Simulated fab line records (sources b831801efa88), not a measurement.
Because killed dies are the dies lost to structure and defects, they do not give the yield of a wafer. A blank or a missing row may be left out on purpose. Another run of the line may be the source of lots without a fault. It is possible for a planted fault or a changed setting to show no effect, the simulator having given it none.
The tool behind it: which one?    flow sky130    Sampling: 13 lots, 39 wafers, 6 of 708 route steps

WHAT THE GAUGES READ, wafer by wafer
SKY_VT_ADJUST_HVTP_OVL_MEAS_08.
lot   measured      on          VT_ADJUST_HVTP_OVL (nm)
L325  day 6 01:35   overlay-02  -3.2 -3.0 -2.5
L326  day 6 08:37   overlay-01  -3.0 -2.7 -3.1
L329  day 7 16:16   overlay-01  -0.8 -3.3 -3.5
L333  day 8 04:10   overlay-01  -2.1 -1.8 -0.9
L336  day 8 23:49   overlay-02  -1.6 -1.6 -0.3
L338  day 9 11:35   overlay-02  -1.7 1.0 -1.2
L339  day 9 18:33   overlay-02  -0.2 -1.1 -1.1
L341  day 10 08:46  overlay-02  -1.1 -0.8 -1.2
L343  day 10 17:44  overlay-01  -2.4 -3.7 -1.7
L344  day 11 04:13  overlay-01  -1.8 -1.5 -0.1
L346  day 11 11:28  overlay-01  0.2 -1.8 0.3
L347  day 11 18:43  overlay-02  -3.1 -0.5 -1.8
L348  day 12 06:38  overlay-01  -3.1 -1.1 -2.0

SKY_VT_ADJUST_NCORE_TW_MEAS_11.
lot   measured      on             VT_ADJUST_NCORE_TW
L325  day 8 12:50   film metro-03  221.7 221.0 221.4
L326  day 8 20:43   film metro-03  222.5 220.6 219.5
L329  day 10 08:44  film metro-03  221.0 219.8 220.3
L333  day 10 21:19  film metro-03  30.1 30.1 30.3
L336  day 11 19:14  film metro-03  221.9 222.3 221.8
L338  day 12 09:18  film metro-01  217.4 216.8 218.0
L339  day 12 17:07  film metro-01  216.8 216.9 215.4
L341  day 13 10:33  film metro-01  218.7 217.0 218.6
L343  day 13 18:45  film metro-03  219.7 219.2 218.9
L344  day 14 06:04  film metro-03  218.8 219.2 220.6
L346  day 14 15:14  film metro-03  219.2 220.1 220.3
L347  day 14 23:17  film metro-01  216.5 216.7 217.2
L348  day 15 12:25  film metro-03  220.8 219.2 220.6

SKY_SD_N_RS_MEAS_18: uses a four-point probe to measure.
lot   measured      on             RES_XHIGH_RS (ohm/sq)
L325  day 27 20:55  film metro-03  335.7 333.8 334.5
L326  day 27 23:33  film metro-03  334.7 332.6 333.3
L329  day 29 18:59  film metro-03  333.4 333.6 334.5
L333  day 32 09:35  film metro-01  332.5 333.6 333.0
L336  day 32 13:14  film metro-04  331.5 330.8 331.8
L338  day 32 14:07  film metro-04  333.2 332.4 333.1
L339  day 32 14:37  film metro-03  333.3 332.4 333.1
L341  day 33 06:58  film metro-04  332.9 334.9 335.4
L343  day 33 12:02  film metro-04  333.9 333.1 333.8
L344  day 34 02:42  film metro-03  333.6 335.1 332.2
L346  day 34 10:26  film metro-04  332.5 331.5 333.1
L347  day 35 23:36  film metro-04  331.8 330.2 332.1
L348  day 36 00:30  film metro-03  332.1 331.5 331.2

WHICH TOOL RAN EACH LOT (tool, then ch and the chambers of the sampled wafers, then the start)
lot   SKY_VT_ADJUST_LVTN_STRIP_20           SKY_VT_ADJUST_NCORE_STRIP_10          SKY_SD_N_RTA_14
L325  plasma asher-02 ch 0,1, day 7 16:03   plasma asher-02 ch 0,1, day 8 12:43   rtp anneal-02 ch 0, day 27 20:29
L326  plasma asher-01 ch 0,1, day 8 00:24   plasma asher-02 ch 0,1, day 8 20:37   rtp anneal-01 ch 0, day 27 23:08
L329  plasma asher-02 ch 0,1, day 9 11:02   plasma asher-02 ch 0,1, day 10 08:38  rtp anneal-01 ch 0, day 29 18:35
L333  plasma asher-03 ch 0,1, day 9 22:45   plasma asher-02 ch 0,1, day 10 21:13  rtp anneal-01 ch 0, day 32 09:11
L336  plasma asher-01 ch 0,1, day 10 19:46  plasma asher-04 ch 0,1, day 11 19:10  rtp anneal-02 ch 0, day 32 12:48
L338  plasma asher-02 ch 0,1, day 11 08:56  plasma asher-01 ch 0,1, day 12 09:11  rtp anneal-01 ch 0, day 32 13:41
L339  plasma asher-02 ch 0,1, day 11 16:24  plasma asher-01 ch 0,1, day 12 17:01  rtp anneal-01 ch 0, day 32 14:09
L341  plasma asher-02 ch 1, day 12 09:03    plasma asher-04 ch 0,1, day 13 10:26  rtp anneal-02 ch 0, day 33 06:32
L343  plasma asher-01 ch 0,1, day 12 17:57  plasma asher-01 ch 0,1, day 13 18:35  rtp anneal-02 ch 0, day 33 11:37
L344  plasma asher-03 ch 0,1, day 13 04:48  plasma asher-01 ch 0,1, day 14 05:58  rtp anneal-02 ch 0, day 34 02:17
L346  plasma asher-03 ch 0,1, day 13 12:57  plasma asher-04 ch 0,1, day 14 15:08  rtp anneal-02 ch 0, day 34 10:02
L347  plasma asher-03 ch 0, day 13 21:15    plasma asher-02 ch 1, day 14 23:11    rtp anneal-02 ch 0, day 35 23:11
L348  plasma asher-02 ch 0,1, day 14 09:26  plasma asher-04 ch 0,1, day 15 12:19  rtp anneal-02 ch 0, day 36 00:05
- SKY_VT_ADJUST_LVTN_STRIP_20: strips in O2/N2.
- SKY_VT_ADJUST_NCORE_STRIP_10: strips in O2/N2.
- SKY_SD_N_RTA_14: time 2 s.

AS READ BY THE TOOLS THEMSELVES (means over the sampled wafers that have a number; for cases with no such wafer, the mark the record gives instead)
SKY_VT_ADJUST_LVTN_STRIP_20.
lot   tool             drypump motor current A (A)  oes product au (a.u.)  strip time to endpoint s (s)
L325  plasma asher-02  5.12                         0.714                  14.19
L326  plasma asher-01  5.34                         0.715                  14.23
L329  plasma asher-02  5.15                         0.716                  14.19
L333  plasma asher-03  5.43                         0.911                  -
L336  plasma asher-01  5.16                         0.717                  14.21
L338  plasma asher-02  5.13                         0.718                  14.20
L339  plasma asher-02  5.11                         0.714                  14.20
L341  plasma asher-02  4.93                         0.720                  14.23
L343  plasma asher-01  5.16                         0.717                  14.11
L344  plasma asher-03  5.45                         0.722                  14.21
L346  plasma asher-03  5.42                         0.718                  14.21
L347  plasma asher-03  5.52                         0.714                  14.15
L348  plasma asher-02  5.11                         0.718                  14.14

SKY_VT_ADJUST_NCORE_STRIP_10.
lot   tool             drypump motor current A (A)  oes product au (a.u.)  strip time to endpoint s (s)
L325  plasma asher-02  5.1                          0.717                  13.93
L326  plasma asher-02  5.1                          0.715                  13.92
L329  plasma asher-02  5.3                          0.716                  13.94
L333  plasma asher-02  5.1                          0.721                  25.36
L336  plasma asher-04  6.1                          0.715                  13.95
L338  plasma asher-01  5.3                          0.717                  13.99
L339  plasma asher-01  5.3                          0.714                  13.94
L341  plasma asher-04  6.0                          0.718                  13.93
L343  plasma asher-01  5.3                          0.719                  13.87
L344  plasma asher-01  5.2                          0.715                  13.99
L346  plasma asher-04  6.0                          0.716                  13.95
L347  plasma asher-02  4.9                          0.712                  13.95
L348  plasma asher-04  6.0                          0.712                  13.93

SKY_SD_N_RTA_14.
lot   tool           lamp power pct (%)  wafer_temp_C_max
L325  rtp anneal-02  15.77               1077.7
L326  rtp anneal-01  15.70               1077.9
L329  rtp anneal-01  15.77               1078.6
L333  rtp anneal-01  15.73               1077.9
L336  rtp anneal-02  15.77               1077.8
L338  rtp anneal-01  15.76               1078.4
L339  rtp anneal-01  15.69               1077.5
L341  rtp anneal-02  15.74               1079.2
L343  rtp anneal-02  15.73               1077.4
L344  rtp anneal-02  15.72               1078.8
L346  rtp anneal-02  15.74               1078.1
L347  rtp anneal-02  15.75               1079.5
L348  rtp anneal-02  15.77               1077.0

THE ANSWER, worked out from the rows above alone
Rule: the lots themselves supply what counts as usual. Put in order of their means at a reading, lots are off if they are a third of the lots or fewer, leave a main group of 4 or more, and stand apart from it by a gap of 3 or more times the standard deviation of the main group's means; of several such gaps the widest counts. Not used: any main group whose means are identical at the precision the tables above print for the reading. Also off: a lot with no number at a reading for which 4 or more lots have one. Any other lot the step has rows for is counted as sound. Order of review: gauges by route order, followed by the tools' own readings, for which a lot's mean as printed above is used. The first step at which some lot is off is used, and at that step the reading that is off furthest; a lot without a number counts as furthest.
Off: L333, seen at SKY_VT_ADJUST_NCORE_TW_MEAS_11 (VT_ADJUST_NCORE_TW). Mean 219.3 and standard deviation 1.7 in the main group.
If a tool, at a process step before that reading, ran all the lots that are off and no sound lot after the first of them, it fits. Not tried: the gauges at SKY_VT_ADJUST_NCORE_TW_MEAS_11; whatever is off there is also off at SKY_VT_ADJUST_LVTN_STRIP_20, on other tools, and gauge error can't account for it. Not one of the candidates tried fits.

WHAT WAS PUT IN BY THE SIMULATOR
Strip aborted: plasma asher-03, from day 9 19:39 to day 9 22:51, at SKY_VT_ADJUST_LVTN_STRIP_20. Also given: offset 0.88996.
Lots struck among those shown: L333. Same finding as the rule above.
